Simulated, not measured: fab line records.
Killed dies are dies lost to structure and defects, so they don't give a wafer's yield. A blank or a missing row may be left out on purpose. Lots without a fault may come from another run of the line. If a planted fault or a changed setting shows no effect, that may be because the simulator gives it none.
fab line records | flow sky130
record: lots: 10 | wafers: 30 | lastDay: 50
route steps=708 shown LDD_P@265 METAL2@485 CAP2M@615
lots untouched by any fault: they come from a run of this same line in which no faults occurred
startH: the number of hours between the record's first day and the start of the first shown wafer of the lot | waitH: how many hours have passed since the lot's step before this one | " repeats the value in the row above | L1.1+2: a row that stands for several wafers | - either no value or no given start | * or withheld: withheld | < > ~ a bound
route shown NAME@n: names a module that has steps shown in the file, with the first one's number in the route | usual: the fault-free wafers' mean and standard deviation | same: alike in all rows | chamber/n: place in a boat | sites: each site's reading | _std_site: the standard deviation of these | _edge_site: outer sites' mean less inner sites' | radiusMm: how far each site lies from the wafer's centre | mask NAME#n: copy n | behind: the most recent tool/chamber to have shaped the wafer | hold: why the lot went on hold/how many hours it stayed there/how the hold came to an end | device: the n, p or np transistor that did not switch | end of line: the tests these same wafers got at the end of their route | a step without rows: its recipe alone | killed: count of dies lost to structure and defects at first sort (not the wafer's yield) | map: per-die view of a wafer (x killed, . not killed, _ where there is no die)
set.NAME: the setting that was run; set.NAME@STEP: the one run at that earlier step | model.NAME: the simulator's own value behind a step, which no gauge read
steps of the route over a sample of lots; a table a step, a row a wafer
services: the hour from which a tool's chamber was out of use, counted from the record's first day as startH (under 0 if before that day), plus the number of hours and why
== steps ==
step: SKY_LDD_P_STRIP_10
recipe: chemistry: O2/N2 | powerW: 1400 | pressureMtorr: 1500 | platenTempC: withheld | o2FlowSccm: 3000 | n2FlowSccm: 300 | overashFraction: 0.5
usual: drypumpMotorCurrentA: 5.7/0.35 | oesProductAu: 0.715/0.0048 | stripTimeToEndpointS: 14.20/0.034
same: overashFraction: 0.5
lot.wafer | tool           | chamber | startH | waitH | drypumpMotorCurrentA | oesProductAu | rfHoursCounterH | stripTimeToEndpointS
L779.1    | plasmaAsher-02 | 1       | 430.65 | 0.1   | 5.9                  | 0.712        | 0               | 14.16
L779.2    | "              | 0       | "      | "     | 5.8                  | 0.705        | 0               | 14.19
L779.5    | "              | 1       | "      | "     | 5.9                  | 0.712        | -               | 14.18
L780.2    | plasmaAsher-02 | 0       | 441.32 | 0.1   | 5.8                  | 0.709        | 1               | 14.27
L780.3    | "              | 1       | "      | "     | 5.9                  | 0.717        | -               | 14.29
L780.6    | "              | 1       | "      | "     | 5.9                  | 0.715        | -               | 14.23
L785.1    | plasmaAsher-02 | 1       | 507.47 | 0.1   | 5.9                  | 0.717        | 7               | 14.21
L785.3    | "              | 0       | "      | "     | 5.8                  | 0.717        | -               | 14.22
L785.5    | "              | 1       | "      | "     | 5.9                  | 0.717        | -               | 14.23
L787.1    | plasmaAsher-04 | 0       | 521.42 | 0.1   | 6.2                  | 0.714        | 40              | 14.22
L787.3    | "              | 1       | "      | "     | 5.0                  | 0.717        | -               | 14.20
L787.6    | "              | 1       | "      | "     | 5.0                  | 0.720        | -               | 14.23
L786.1    | plasmaAsher-02 | 1       | 526.82 | 0.1   | 5.9                  | 0.718        | 9               | 14.19
L786.2    | "              | 0       | "      | "     | 5.8                  | 0.720        | 9               | 14.22
L786.4    | "              | 1       | "      | "     | 5.9                  | 0.717        | -               | 14.19
L793.1    | plasmaAsher-04 | 0       | 563.38 | 0.1   | 6.2                  | 0.710        | 42              | 14.25
L793.2    | "              | 1       | "      | "     | 5.0                  | 0.709        | 42              | 14.23
L793.5    | "              | 0       | "      | "     | 6.2                  | 0.711        | -               | 14.20
L797.2    | plasmaAsher-01 | 0       | 596.02 | 0.1   | 5.3                  | 0.718        | 91              | 14.22
L797.3    | "              | 0       | "      | "     | 5.3                  | 0.714        | -               | 14.20
L797.4    | "              | 1       | "      | "     | 5.9                  | 0.712        | -               | 14.22
L798.3    | plasmaAsher-01 | 1       | 602.31 | 0.1   | 6.0                  | 0.714        | -               | 14.23
L798.4    | "              | 0       | "      | "     | 5.3                  | 0.716        | -               | 14.27
L798.5    | "              | 0       | "      | "     | 5.3                  | 0.707        | -               | 14.20
L799.1    | plasmaAsher-01 | 0       | 607.00 | 0.1   | 5.3                  | 0.717        | 92              | 14.20
L799.2    | "              | 1       | "      | "     | 5.9                  | 0.714        | 92              | 14.19
L799.3    | "              | 0       | "      | "     | 5.3                  | 0.725        | -               | 14.18
L800.1    | plasmaAsher-04 | 1       | 616.28 | 0.1   | 5.0                  | 0.721        | 48              | 14.18
L800.4    | "              | 1       | "      | "     | 5.0                  | 0.712        | -               | 14.21
L800.5    | "              | 0       | "      | "     | 6.2                  | 0.726        | -               | 14.23
step: SKY_METAL2_SPUTTER_02
recipe: material: AlCu | targetThkNm: 250 | powerW: 10600 | timeS: 13.3 | chamberPressurePa: 0.4
usual: throttleValvePct: 30.2/0.71
lot.wafer | tool          | chamber | startH | waitH | throttleValvePct
L779.1    | pvdSputter-02 | -       | 790.62 | 0.0   | 29.6
L779.2    | "             | -       | "      | "     | 31.6
L779.5    | "             | -       | "      | "     | 29.4
L780.2    | pvdSputter-04 | -       | 799.83 | 0.0   | 29.6
L780.3    | "             | -       | "      | "     | 29.8
L780.6    | "             | -       | "      | "     | 30.6
L785.1    | pvdSputter-04 | -       | 853.69 | 0.0   | 30.0
L785.3    | "             | -       | "      | "     | 29.8
L785.5    | "             | -       | "      | "     | 29.9
L787.1    | pvdSputter-02 | -       | 867.58 | 0.0   | 29.3
L787.3    | "             | -       | "      | "     | 29.3
L787.6    | "             | -       | "      | "     | 29.7
L786.1    | pvdSputter-04 | -       | 874.01 | 0.0   | 29.9
L786.2    | "             | -       | "      | "     | 30.3
L786.4    | "             | -       | "      | "     | 30.9
L793.1    | pvdSputter-02 | -       | 904.58 | 0.0   | 29.6
L793.2    | "             | -       | "      | "     | 29.3
L793.5    | "             | -       | "      | "     | 29.4
L797.2    | pvdSputter-02 | -       | 933.56 | 0.0   | 29.6
L797.3    | "             | -       | "      | "     | 29.7
L797.4    | "             | -       | "      | "     | 29.3
L798.3    | pvdSputter-01 | -       | 937.78 | 0.0   | 30.7
L798.4    | "             | -       | "      | "     | 31.6
L798.5    | "             | -       | "      | "     | 30.2
L799.1    | pvdSputter-04 | -       | 940.51 | 0.0   | 29.9
L799.2    | "             | -       | "      | "     | 30.3
L799.3    | "             | -       | "      | "     | 30.9
L800.1    | pvdSputter-04 | -       | 948.30 | 0.0   | 30.8
L800.4    | "             | -       | "      | "     | 29.9
L800.5    | "             | -       | "      | "     | 29.8
step: SKY_METAL2_RS_MEAS_05
recipe: thkMeasGauge: four-point-probe | reads: TiN_of_METAL2_SPUTTER_04+Ti_of_METAL2_SPUTTER_03+AlCu_of_METAL2_SPUTTER_02+TiN_of_METAL2_SPUTTER_01+Ti_of_METAL2_SPUTTER_00
usual: METAL2_ALCU_RS: 0.1273/0.0015
lot.wafer | tool         | chamber | startH | waitH | METAL2_ALCU_RS[ohm/sq]
L779.1    | filmMetro-02 | -       | 790.71 | 0.0   | 0.1281
L779.2    | "            | -       | "      | "     | 0.1284
L779.5    | "            | -       | "      | "     | 0.1278
L780.2    | filmMetro-02 | -       | 799.94 | 0.0   | 0.1292
L780.3    | "            | -       | "      | "     | 0.1295
L780.6    | "            | -       | "      | "     | 0.1296
L785.1    | filmMetro-02 | -       | 853.79 | 0.0   | 0.1263
L785.3    | "            | -       | "      | "     | 0.1261
L785.5    | "            | -       | "      | "     | 0.1248
L787.1    | filmMetro-02 | -       | 867.67 | 0.0   | 0.1261
L787.3    | "            | -       | "      | "     | 0.1256
L787.6    | "            | -       | "      | "     | 0.1268
L786.1    | filmMetro-03 | -       | 874.10 | 0.0   | 0.1254
L786.2    | "            | -       | "      | "     | 0.1264
L786.4    | "            | -       | "      | "     | 0.1275
L793.1    | filmMetro-01 | -       | 904.67 | 0.0   | 0.1401
L793.2    | "            | -       | "      | "     | 0.1404
L793.5    | "            | -       | "      | "     | 0.1385
L797.2    | filmMetro-01 | -       | 933.67 | 0.0   | 0.1395
L797.3    | "            | -       | "      | "     | 0.1403
L797.4    | "            | -       | "      | "     | 0.1390
L798.3    | filmMetro-02 | -       | 937.91 | 0.1   | 0.1294
L798.4    | "            | -       | "      | "     | 0.1298
L798.5    | "            | -       | "      | "     | 0.1285
L799.1    | filmMetro-03 | -       | 940.60 | 0.0   | 0.1276
L799.2    | "            | -       | "      | "     | 0.1277
L799.3    | "            | -       | "      | "     | 0.1278
L800.1    | filmMetro-03 | -       | 948.39 | 0.0   | 0.1300
L800.4    | "            | -       | "      | "     | 0.1282
L800.5    | "            | -       | "      | "     | 0.1276
step: SKY_METAL2_THK_MEAS_06
recipe: thkMeasGauge: xrf | reads: AlCu_of_METAL2_SPUTTER_02
usual: METAL2_ALCU_THK: 250/3
lot.wafer | tool         | chamber | startH | waitH | METAL2_ALCU_THK[nm]
L779.1    | filmMetro-02 | -       | 790.83 | 0.1   | 248
L779.2    | "            | -       | "      | "     | 248
L779.5    | "            | -       | "      | "     | 248
L780.2    | filmMetro-02 | -       | 800.05 | 0.1   | 247
L780.3    | "            | -       | "      | "     | 246
L780.6    | "            | -       | "      | "     | 246
L785.1    | filmMetro-02 | -       | 853.91 | 0.1   | 251
L785.3    | "            | -       | "      | "     | 254
L785.5    | "            | -       | "      | "     | 252
L787.1    | filmMetro-02 | -       | 867.79 | 0.1   | 253
L787.3    | "            | -       | "      | "     | 252
L787.6    | "            | -       | "      | "     | 249
L786.1    | filmMetro-03 | -       | 874.22 | 0.1   | 254
L786.2    | "            | -       | "      | "     | 253
L786.4    | "            | -       | "      | "     | 250
L793.1    | filmMetro-01 | -       | 904.79 | 0.1   | 229
L793.2    | "            | -       | "      | "     | 229
L793.5    | "            | -       | "      | "     | 229
L797.2    | filmMetro-01 | -       | 933.78 | 0.1   | 229
L797.3    | "            | -       | "      | "     | 230
L797.4    | "            | -       | "      | "     | 228
L798.3    | filmMetro-02 | -       | 938.01 | 0.1   | 244
L798.4    | "            | -       | "      | "     | 243
L798.5    | "            | -       | "      | "     | 247
L799.1    | filmMetro-03 | -       | 940.72 | 0.1   | 252
L799.2    | "            | -       | "      | "     | 252
L799.3    | "            | -       | "      | "     | 250
L800.1    | filmMetro-03 | -       | 948.51 | 0.1   | 246
L800.4    | "            | -       | "      | "     | 248
L800.5    | "            | -       | "      | "     | 251
step: SKY_METAL2_STRIP_20
recipe: chemistry: O2/N2 | powerW: 1400 | pressureMtorr: 1500 | platenTempC: withheld | o2FlowSccm: 3000 | n2FlowSccm: 300 | overashFraction: 0.5
usual: drypumpMotorCurrentA: 5.6/0.53 | oesProductAu: 0.343/0.0042 | stripTimeToEndpointS: 2.692/0.03
same: overashFraction: 0.5
lot.wafer | tool           | chamber | startH | waitH | drypumpMotorCurrentA | oesProductAu | rfHoursCounterH | stripTimeToEndpointS
L779.1    | plasmaAsher-04 | 0       | 817.27 | 0.1   | 6.2                  | 0.339        | 69              | 2.700
L779.2    | "              | 1       | "      | "     | 5.0                  | 0.344        | 69              | 2.696
L779.5    | "              | 1       | "      | "     | 5.0                  | 0.347        | -               | 2.700
L780.2    | plasmaAsher-03 | 1       | 826.68 | 0.1   | 6.1                  | 0.338        | 99              | 2.628
L780.3    | "              | 1       | "      | "     | 6.1                  | 0.331        | -               | 2.621
L780.6    | "              | 0       | "      | "     | 4.8                  | 0.342        | -               | 2.643
L785.1    | plasmaAsher-03 | 1       | 879.47 | 0.1   | 6.1                  | 0.348        | 105             | 2.709
L785.3    | "              | 1       | "      | "     | 6.1                  | 0.343        | -               | 2.724
L785.5    | "              | 1       | "      | "     | 6.1                  | 0.346        | -               | 2.717
L787.1    | plasmaAsher-02 | 0       | 894.02 | 0.1   | 5.8                  | 0.344        | 45              | 2.717
L787.3    | "              | 1       | "      | "     | 5.9                  | 0.345        | -               | 2.691
L787.6    | "              | 1       | "      | "     | 5.9                  | 0.340        | -               | 2.738
L786.1    | plasmaAsher-03 | 0       | 900.48 | 0.1   | 4.9                  | 0.343        | 107             | 2.678
L786.2    | "              | 1       | "      | "     | 6.1                  | 0.338        | 107             | 2.695
L786.4    | "              | 1       | "      | "     | 6.1                  | 0.349        | -               | 2.709
L793.1    | plasmaAsher-02 | 0       | 929.83 | 0.1   | 5.8                  | 0.343        | 48              | 2.703
L793.2    | "              | 1       | "      | "     | 5.9                  | 0.348        | 48              | 2.692
L793.5    | "              | 0       | "      | "     | 5.8                  | 0.349        | -               | 2.700
L797.2    | plasmaAsher-04 | 1       | 957.98 | 0.1   | 5.0                  | 0.345        | 83              | 2.695
L797.3    | "              | 0       | "      | "     | 6.2                  | 0.348        | -               | 2.707
L797.4    | "              | 1       | "      | "     | 4.9                  | 0.346        | -               | 2.673
L798.3    | plasmaAsher-04 | 1       | 962.42 | 0.1   | 5.0                  | 0.342        | -               | 2.678
L798.4    | "              | 0       | "      | "     | 6.2                  | 0.347        | -               | 2.722
L798.5    | "              | 0       | "      | "     | 6.2                  | 0.349        | -               | 2.716
L799.1    | plasmaAsher-04 | 0       | 964.38 | 0.1   | 6.2                  | 0.344        | 84              | 2.717
L799.2    | "              | 1       | "      | "     | 5.0                  | 0.344        | 84              | 2.705
L799.3    | "              | 1       | "      | "     | 5.0                  | 0.343        | -               | 2.709
L800.1    | plasmaAsher-04 | 0       | 971.00 | 0.1   | 6.2                  | 0.339        | 84              | 2.633
L800.4    | "              | 1       | "      | "     | 5.0                  | 0.338        | -               | 2.632
L800.5    | "              | 0       | "      | "     | 6.2                  | 0.341        | -               | 2.663
step: SKY_CAP2M_OVL_MEAS_12
usual: CAP2M_OVL: 0.5/1.5
lot.wafer | tool       | chamber | startH  | waitH | CAP2M_OVL[nm]
L779.1    | overlay-02 | -       | 952.14  | 0.1   | 0.7
L779.2    | "          | -       | "       | "     | 0.2
L779.5    | "          | -       | "       | "     | 2.5
L780.2    | overlay-02 | -       | 959.75  | 0.1   | -1.5
L780.3    | "          | -       | "       | "     | -0.9
L780.6    | "          | -       | "       | "     | -0.1
L785.1    | overlay-02 | -       | 1015.49 | 0.1   | -0.2
L785.3    | "          | -       | "       | "     | -0.9
L785.5    | "          | -       | "       | "     | -1.7
L787.1    | overlay-01 | -       | 1019.19 | 0.1   | 2.6
L787.3    | "          | -       | "       | "     | 1.1
L787.6    | "          | -       | "       | "     | 2.0
L786.1    | overlay-02 | -       | 1022.96 | 0.1   | 2.8
L786.2    | "          | -       | "       | "     | 1.1
L786.4    | "          | -       | "       | "     | 1.3
L793.1    | overlay-02 | -       | 1049.54 | 0.1   | -1.9
L793.2    | "          | -       | "       | "     | -0.7
L793.5    | "          | -       | "       | "     | -1.6
L797.2    | overlay-02 | -       | 1085.92 | 0.1   | 1.3
L797.3    | "          | -       | "       | "     | 0.8
L797.4    | "          | -       | "       | "     | -0.8
L798.3    | overlay-01 | -       | 1086.88 | 0.1   | -0.2
L798.4    | "          | -       | "       | "     | 0.8
L798.5    | "          | -       | "       | "     | -0.2
L799.1    | overlay-02 | -       | 1087.54 | 0.1   | 1.9
L799.2    | "          | -       | "       | "     | 1.7
L799.3    | "          | -       | "       | "     | -0.2
L800.1    | overlay-01 | -       | 1089.46 | 0.1   | 3.1
L800.4    | "          | -       | "       | "     | 2.5
L800.5    | "          | -       | "       | "     | 0.8
== services ==
tool           | chamber | startH | hours | kind
plasmaAsher-02 | -       | 421.25 | 9.0   | pm
pvdSputter-04  | -       | 432.26 | 2.5   | repair
pvdSputter-02  | -       | 478.58 | 1.1   | repair
pvdSputter-02  | -       | 489.97 | 2.6   | repair
pvdSputter-04  | -       | 493.81 | 1.5   | repair
plasmaAsher-04 | -       | 505.68 | 3.7   | repair
plasmaAsher-04 | -       | 535.30 | 12.7  | repair
pvdSputter-04  | -       | 546.27 | 1.9   | repair
pvdSputter-04  | -       | 551.22 | 2.8   | repair
pvdSputter-02  | -       | 597.33 | 3.7   | repair
plasmaAsher-03 | -       | 624.63 | 2.8   | pm
plasmaAsher-02 | -       | 625.56 | 10.3  | pm
plasmaAsher-04 | -       | 667.72 | 1.7   | repair
pvdSputter-02  | -       | 674.61 | 6.4   | repair
plasmaAsher-01 | -       | 733.75 | 9.0   | pm
plasmaAsher-03 | -       | 740.91 | 4.3   | pm
plasmaAsher-02 | -       | 751.96 | 3.3   | repair
pvdSputter-04  | -       | 775.92 | 5.5   | repair
plasmaAsher-03 | -       | 790.82 | 15.6  | pm
pvdSputter-04  | -       | 816.93 | 2.1   | repair
pvdSputter-02  | -       | 832.51 | 12.7  | repair
plasmaAsher-04 | -       | 839.63 | 1.2   | repair
pvdSputter-02  | -       | 926.81 | 3.3   | repair
pvdSputter-04  | -       | 942.44 | 1.1   | repair
== key ==
firstSign: step: SKY_METAL2_RS_MEAS_05 | reading: METAL2_ALCU_RS | direction: up | sigmas: 8.3 | usual: 0.1273 | struck: 0.1396
effect: step: SKY_METAL2_THK_MEAS_06 | reading: METAL2_ALCU_THK | direction: down | sigmas: 7.1 | usual: 250 | struck: 229
metAt SKY_METAL2_SPUTTER_02
struckLots L793,L797
notActingAt SKY_LDD_P_STRIP_10,SKY_METAL2_STRIP_20,SKY_CAP2M_OVL_MEAS_12
onsetBetween 867.58 904.58
fault: kind: processParameterDrift | tool: pvdSputter-02 | chamber: - | onsetH: 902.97 | steps: SKY_METAL2_SPUTTER_02 | channel: timeS | offset: * | shape: step | endH: 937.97 | actsIn: * | stated: *
